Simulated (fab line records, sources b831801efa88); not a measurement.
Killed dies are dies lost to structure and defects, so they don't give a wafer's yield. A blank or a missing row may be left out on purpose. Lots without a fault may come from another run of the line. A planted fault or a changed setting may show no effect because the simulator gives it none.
Which tool did it? | flow gf180mcu | 12 lots, 36 wafers sampled, at 5 steps of a route of 602

WHAT THE GAUGES READ, wafer by wafer
GF_HV_LDD_OVL_MEAS_20. Usual: HV_LDD_01_OVL -0.8 nm, standard deviation 1.6.
lot  | measured     | on         | HV_LDD_01_OVL (nm) | flag
L256 | day 11 00:07 | overlay-02 | 0.7 0.9 0.2        |
L258 | day 11 17:13 | overlay-01 | -2.9 -0.6 -0.8     |
L263 | day 13 09:32 | overlay-01 | -0.3 -0.2 -0.1     |
L264 | day 13 19:04 | overlay-02 | -4.0 -1.9 -3.2     |
L266 | day 14 14:01 | overlay-02 | -1.2 -3.8 -1.8     |
L269 | day 15 05:31 | overlay-02 | -0.7 0.4 1.0       |
L271 | day 15 23:36 | overlay-01 | -2.5 -4.1 -2.4     |
L272 | day 16 04:42 | overlay-02 | -0.6 -0.2 -0.7     |
L273 | day 16 13:05 | overlay-01 | -1.1 -0.3 -1.1     |
L276 | day 17 13:54 | overlay-02 | -0.7 -1.7 -0.6     |
L277 | day 17 20:20 | overlay-01 | 0.2 1.6 0.9        |
L278 | day 18 06:48 | overlay-02 | -2.1 -3.4 -3.3     |

GF_HV_LDD_TW_MEAS_38. Usual: HV_LDD_3_TW 1421, standard deviation 13.
lot  | measured     | on            | HV_LDD_3_TW    | flag
L256 | day 11 19:42 | film_metro-01 | 1441 1441 1448 |
L258 | day 12 13:27 | film_metro-03 | 1433 1430 1434 |
L263 | day 14 06:59 | film_metro-03 | 1414 1424 1425 |
L264 | day 14 16:50 | film_metro-03 | 1421 1416 1417 |
L266 | day 15 11:17 | film_metro-04 | 1341 1335 1337 | OFF
L269 | day 16 04:19 | film_metro-04 | 1335 1339 1333 | OFF
L271 | day 16 22:46 | film_metro-04 | 1403 1408 1405 |
L272 | day 17 04:23 | film_metro-03 | 1421 1419 1420 |
L273 | day 17 13:21 | film_metro-01 | 1448 1439 1438 |
L276 | day 18 14:13 | film_metro-01 | 1440 1440 1438 |
L277 | day 18 21:05 | film_metro-04 | 1400 1402 1407 |
L278 | day 19 08:20 | film_metro-01 | 1441 1440 1431 |

GF_HV_LDD_CD_MEAS_46: target cd 400 nm. Usual: cd_nm 401.3 nm, standard deviation 2.4.
lot  | measured     | on        | cd_nm (nm)        | flag
L256 | day 12 14:58 | cd_sem-01 | 406.5 404.4 406.5 |
L258 | day 13 09:01 | cd_sem-01 | 399.5 400.0 400.2 |
L263 | day 15 03:41 | cd_sem-01 | 401.2 403.1 403.4 |
L264 | day 15 13:53 | cd_sem-01 | 403.5 403.8 401.4 |
L266 | day 16 08:45 | cd_sem-02 | 401.5 405.1 401.4 |
L269 | day 17 02:17 | cd_sem-01 | 396.7 398.9 396.8 |
L271 | day 17 21:35 | cd_sem-02 | 399.3 402.3 399.7 |
L272 | day 18 03:27 | cd_sem-01 | 403.9 402.5 404.1 |
L273 | day 18 12:56 | cd_sem-01 | 396.6 398.6 397.8 |
L276 | day 19 14:17 | cd_sem-01 | 396.2 399.0 396.8 |
L277 | day 19 21:04 | cd_sem-01 | 404.4 402.9 402.3 |
L278 | day 20 08:26 | cd_sem-02 | 399.6 399.8 400.3 |

GF_HV_LDD_RS_MEAS_53: measures by four-point-probe. Usual: HV_LDD_RS 419.1 ohm/sq, standard deviation 1.1.
lot  | measured     | on            | HV_LDD_RS (ohm/sq) | flag
L256 | day 12 15:32 | film_metro-03 | 418.5 419.2 419.9  |
L258 | day 13 09:36 | film_metro-03 | 419.4 420.3 420.5  |
L263 | day 15 04:18 | film_metro-03 | 420.0 419.9 420.5  |
L264 | day 15 14:28 | film_metro-03 | 419.9 419.6 419.3  |
L266 | day 16 09:24 | film_metro-04 | 431.3 430.6 431.9  | OFF
L269 | day 17 02:52 | film_metro-03 | 431.7 431.6 430.5  | OFF
L271 | day 17 22:10 | film_metro-03 | 420.5 420.9 419.9  |
L272 | day 18 04:02 | film_metro-01 | 419.9 419.9 418.0  |
L273 | day 18 13:31 | film_metro-03 | 419.7 419.0 420.0  |
L276 | day 19 14:52 | film_metro-03 | 420.4 421.3 420.2  |
L277 | day 19 21:38 | film_metro-04 | 417.3 419.3 419.4  |
L278 | day 20 09:01 | film_metro-01 | 419.0 418.1 418.4  |

WHICH TOOL RAN EACH LOT (tool, then ch and the chambers of the sampled wafers, then the start)
lot  | GF_HV_LDD_IMPLANT_35
L256 | implanter-01 ch 0, day 11 19:19
L258 | implanter-01 ch 0, day 12 13:05
L263 | implanter-02 ch 0, day 14 06:35
L264 | implanter-03 ch 0, day 14 16:26
L266 | implanter-01 ch 0, day 15 10:53
L269 | implanter-01 ch 0, day 16 03:55
L271 | implanter-03 ch 0, day 16 22:20
L272 | implanter-02 ch 0, day 17 03:59
L273 | implanter-03 ch 0, day 17 12:59
L276 | implanter-01 ch 0, day 18 13:49
L277 | implanter-01 ch 0, day 18 20:43
L278 | implanter-02 ch 0, day 19 07:56
- GF_HV_LDD_IMPLANT_35

WHAT THE TOOLS THEMSELVES READ (means of the sampled wafers that have a number; where no wafer has one, the mark that the record gives instead)
GF_HV_LDD_IMPLANT_35. Usual: beam_on_s 9.99 s, standard deviation 0.18; dose_ions_cm2 7.5e+12, standard deviation 7e+09; end_station_pressure_torr 5.07e-06 Torr, standard deviation 2.7e-07; faraday_current_uA 42.3, standard deviation 0.77.
lot  | tool         | beam_on_s (s) | dose_ions_cm2 | end_station_pressure_torr (Torr) | faraday_current_uA | flag
L256 | implanter-01 | 10.21         | 7.5e+12       | 4.95e-06                         | 41.6               |
L258 | implanter-01 | 10.11         | 7.5e+12       | 4.80e-06                         | 41.8               |
L263 | implanter-02 | 10.04         | 7.5e+12       | 5.03e-06                         | 42.2               |
L264 | implanter-03 | 10.01         | 7.5e+12       | 5.34e-06                         | 42.3               |
L266 | implanter-01 | 10.06         | 2.8e+12       | 5.18e-06                         | 15.8               | OFF
L269 | implanter-01 | 9.80          | 2.8e+12       | 4.97e-06                         | 16.2               | OFF
L271 | implanter-03 | 9.92          | 7.5e+12       | 4.91e-06                         | 42.5               |
L272 | implanter-02 | 10.03         | 7.5e+12       | 5.07e-06                         | 42.2               |
L273 | implanter-03 | 9.85          | 7.5e+12       | 5.02e-06                         | 42.9               |
L276 | implanter-01 | 10.00         | 7.5e+12       | 5.24e-06                         | 42.2               |
L277 | implanter-01 | 9.91          | 7.5e+12       | 5.22e-06                         | 42.8               |
L278 | implanter-02 | 10.14         | 7.5e+12       | 5.15e-06                         | 41.8               |

THE ANSWER, worked out from the rows above alone
Rule: a lot is off if the mean of its wafers that have a number lies more than 3 standard deviations from the usual mean. A lot without any number at a reading at which 4 lots or more have one is off too. The other lots that the step has rows for count as sound. The gauges are gone through in route order, then the tools' own readings, and for those a lot's mean is taken as printed above. The first step at which some lot is off is used, and at that step the reading that is off furthest; a lot without a number counts as furthest.
Off: L266, L269, at GF_HV_LDD_TW_MEAS_38 (HV_LDD_3_TW).
A tool fits if, at a process step before that reading, it ran every lot that is off, and no sound lot after the first of them. The gauges at GF_HV_LDD_TW_MEAS_38 aren't tried: what is off there is off at GF_HV_LDD_IMPLANT_35 too, on other tools, and a gauge's error can't cause that. None of those tried fits.

WHAT THE SIMULATOR HAD PUT IN
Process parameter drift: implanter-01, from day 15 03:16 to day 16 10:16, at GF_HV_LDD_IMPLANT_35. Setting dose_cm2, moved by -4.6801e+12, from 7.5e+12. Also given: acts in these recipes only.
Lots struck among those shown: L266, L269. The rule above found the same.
